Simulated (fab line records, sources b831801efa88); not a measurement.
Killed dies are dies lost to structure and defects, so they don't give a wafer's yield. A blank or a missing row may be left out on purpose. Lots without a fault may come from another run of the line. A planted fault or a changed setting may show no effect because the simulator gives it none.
Split-lot experiment | flow sky130 | 5 lots, 23 wafers read, on a route of 708 steps

THE SPLIT
At SKY_POLY_GATE_ETCH_15 (etches BARC in N2/H2, stops on SiO2, time 118.5 s, target depth 110 nm), the setting source_w was moved away from the recipe's 500 W on 11 of the 23 wafers read, by -10.8% to +7.8%. The other wafers ran this setting at the recipe's value.

The reading is taken at the split's own step.

THE READING
KrF-thick_of_POLY_GATE_COAT_08.thk_nm (the simulator's own value, which no gauge read), in nm, at SKY_POLY_GATE_ETCH_15 (etches BARC in N2/H2, stops on SiO2, time 118.5 s, target depth 110 nm). The file gives no usual value for it. The 12 wafers here that ran the recipe average 343.9 nm, standard deviation 1.6 nm.

wafer  | tool, chamber at the split | source_w as run, W | against the recipe | KrF-thick_of_POLY_GATE_COAT_08.thk_nm, nm | against lot-mates on the recipe
L075.1 | rie_diel-04, 1             | 538.8              | +7.8%              | 338.5                                     | -5.4
L075.2 | rie_diel-04, 0             | 500                | recipe             | 344.6                                     | -
L075.3 | rie_diel-04, 2             | 538.8              | +7.8%              | 335.6                                     | -8.2
L075.4 | rie_diel-04, 3             | 500                | recipe             | 343.1                                     | -
L075.5 | rie_diel-04, 1             | 538.8              | +7.8%              | 340.1                                     | -3.8
L074.1 | rie_diel-04, 0             | 500                | recipe             | 341.8                                     | -
L074.4 | rie_diel-04, 1             | 500                | recipe             | 344.4                                     | -
L074.5 | rie_diel-04, 3             | 500                | recipe             | 345.5                                     | -
L078.1 | rie_diel-03, 0             | 500                | recipe             | 341.7                                     | -
L078.2 | rie_diel-03, 1             | 445.9              | -10.8%             | 351.9                                     | +10.1
L078.3 | rie_diel-03, 2             | 500                | recipe             | 341.8                                     | -
L078.4 | rie_diel-03, 0             | 445.9              | -10.8%             | 354.8                                     | +13.1
L078.5 | rie_diel-03, 2             | 445.9              | -10.8%             | 348.2                                     | +6.4
L080.1 | rie_diel-03, 2             | 500                | recipe             | 343.1                                     | -
L080.2 | rie_diel-03, 0             | 500                | recipe             | 345.9                                     | -
L080.3 | rie_diel-03, 1             | 448.6              | -10.3%             | 354.2                                     | +9.8
L080.5 | rie_diel-03, 2             | 448.6              | -10.3%             | 352.8                                     | +8.4
L080.6 | rie_diel-03, 0             | 500                | recipe             | 344.1                                     | -
L084.1 | rie_diel-02, 0             | 458.8              | -8.2%              | 352.9                                     | +7.7
L084.3 | rie_diel-02, 3             | 458.8              | -8.2%              | 352.6                                     | +7.4
L084.4 | rie_diel-02, 2             | 500                | recipe             | 346.8                                     | -
L084.5 | rie_diel-02, 2             | 500                | recipe             | 343.6                                     | -
L084.6 | rie_diel-02, 3             | 458.8              | -8.2%              | 351.9                                     | +6.7

THE FIT
A straight line over all 23 wafers: KrF-thick_of_POLY_GATE_COAT_08.thk_nm changes by -0.828 nm for each +1% of source_w; r = -0.94; the points scatter about the line by 2 nm.
The same after taking each lot's own level away (the mean of its wafers on the recipe; 23 wafers): -0.854 nm for each +1%; r = -0.96; scatter 1.6 nm.
On that fit, the largest move of source_w shifts the reading by 9.2 nm.
The lots' own levels span 341.75 to 345.20 nm, that is 2.2 times the standard deviation above.
So the lot-to-lot level changes the slope little: the two slopes agree.
Check: with one of the wafers moved furthest among these (-10.8%) left out of the fit, the line predicts +9.4 nm for it against its lot-mates. It came out at +10.1 nm against them.

OTHER SPLITS ON THESE WAFERS
These wafers also went through other splits before the reading. Each is held against what the fit with the lots' levels taken away leaves over:
other split on the same wafers         | wafers away from the commonest value | r with KrF-thick_of_POLY_GATE_COAT_08.thk_nm (lot level and that fit taken away)
SKY_SONOS_TUNNEL_IMPLANT_09 energy_kev | 10                                   | +0.02
SKY_GATE_OXIDE_OXIDATION_01 temp_c     | 15                                   | -0.03
SKY_GATE_OXIDE_IMPLANT_11 energy_kev   | 8                                    | -0.08
SKY_POLY_GATE_EXPOSE_10 dose_mj        | 11                                   | +0.17

THE FILE'S OWN FIT
KrF-thick_of_POLY_GATE_COAT_08.thk_nm changes by -0.871 nm for each +1% of source_w, r = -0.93.
